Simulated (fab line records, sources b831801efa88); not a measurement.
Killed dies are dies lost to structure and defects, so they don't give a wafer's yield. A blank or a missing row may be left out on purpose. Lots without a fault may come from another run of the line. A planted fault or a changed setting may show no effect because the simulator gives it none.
Problem report in the 8D (eight disciplines) form, filled by code | flow sky130 | the parts of the form that need people (team, actions taken, sign-off) are left out

1. THE PROBLEM
CONTACT_HDPCVD_THK at SKY_CONTACT_THK_MEAS_03 reads a mean of 448 nm on 2 wafers of 2 lots; wafers without a fault read 567 nm with a standard deviation of 5.7. That is -21 standard deviations from the usual mean.
First seen on wafer L658.5, day 36 22:23, on film_metro-01. The record holds 33 wafers of 11 lots with a number at this step. Rule for "out", or "out of limits": more than 4 standard deviations from the usual mean. The other wafers with a number count as sound.

2. WHAT IT IS AND WHAT IT IS NOT
question                    | is                           | is not
which readings at this step | CONTACT_HDPCVD_THK           | -
which lots                  | L658, L663                   | L643, L645, L646, L647, L648, L649, L651, L652, L653
which wafers of those lots  | L658.5, L663.1               | L658.3, L658.4, L663.2, L663.4
read on which gauges        | film_metro-01, film_metro-02 | film_metro-03
when                        | from day 36 22:23            | up to then (29 sound wafers); but 2 sound wafers of L663 came after

3. SUSPECTS, AND WHAT RULES EACH OUT
Counting: a tool at a process step up to the reading stays a suspect if it ran every lot that is out. Sound lots after the first of them don't rule it out here, since some wafers of a struck lot are sound.
- the gauge at SKY_CONTACT_THK_MEAS_03: ruled out. The wafers that are out were read on 2 gauges (film_metro-01, film_metro-02).
- hdpcvd-01 at SKY_CONTACT_HDPCVD_02 (deposits SiO2, target thk 565 nm, time 94.2 s): kept. It ran every lot that is out, first L658 (day 36 22:18); its last sound lot up to then is L651 (day 34 03:34). Its own readings are out on those wafers: run_length_s.
Left after counting: hdpcvd-01 at SKY_CONTACT_HDPCVD_02.

4. THE CAUSE (what the simulator had put in)
Process parameter drift: hdpcvd-01, from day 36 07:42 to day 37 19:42, at SKY_CONTACT_HDPCVD_02. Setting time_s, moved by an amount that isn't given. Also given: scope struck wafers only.
Counting left only this tool.

5. THE CHAIN OF EFFECTS, in route order
Each row: a reading whose mean over the struck wafers that have a number lies more than 3 standard deviations from the usual. Only readings for which the record gives a usual standard deviation are gone through. hours: the time from each lot's start at the first step in this table that gives one to its start at this step, as a median over the lots. sigmas: the change in usual standard deviations.
hours | step                    | reading            | usual   | on struck wafers | change | sigmas
0     | SKY_CONTACT_HDPCVD_02   | run_length_s       | 122.1 s | 101.5            | -20.6  | -40
0     | SKY_CONTACT_THK_MEAS_03 | CONTACT_HDPCVD_THK | 567 nm  | 448              | -119   | -21
0     | SKY_CONTACT_CMP_04      | time_to_endpoint_s | 83 s    | 40               | -43    | -12
The process steps in it:
- SKY_CONTACT_HDPCVD_02: deposits SiO2, target thk 565 nm, time 94.2 s.
- SKY_CONTACT_CMP_04: polishes SiO2.
Readings that are blank on the struck wafers while sound wafers have them: susceptor_temp_C at SKY_CONTACT_HDPCVD_02.

6. WHAT WOULD HAVE CAUGHT IT SOONER
In this record the first reading out of limits at a measuring or inspecting step was taken at day 36 22:23, 15 hours after the fault began at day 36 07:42.
The tool's own readings at SKY_CONTACT_HDPCVD_02 were out on every struck wafer that the step has a row for (run_length_s): an alarm limit on them would have fired on the first of those.
Of the lots that are out (2), L663 began SKY_CONTACT_HDPCVD_02 on hdpcvd-01 after day 36 22:23. A hold on the tool at that time would have spared it.
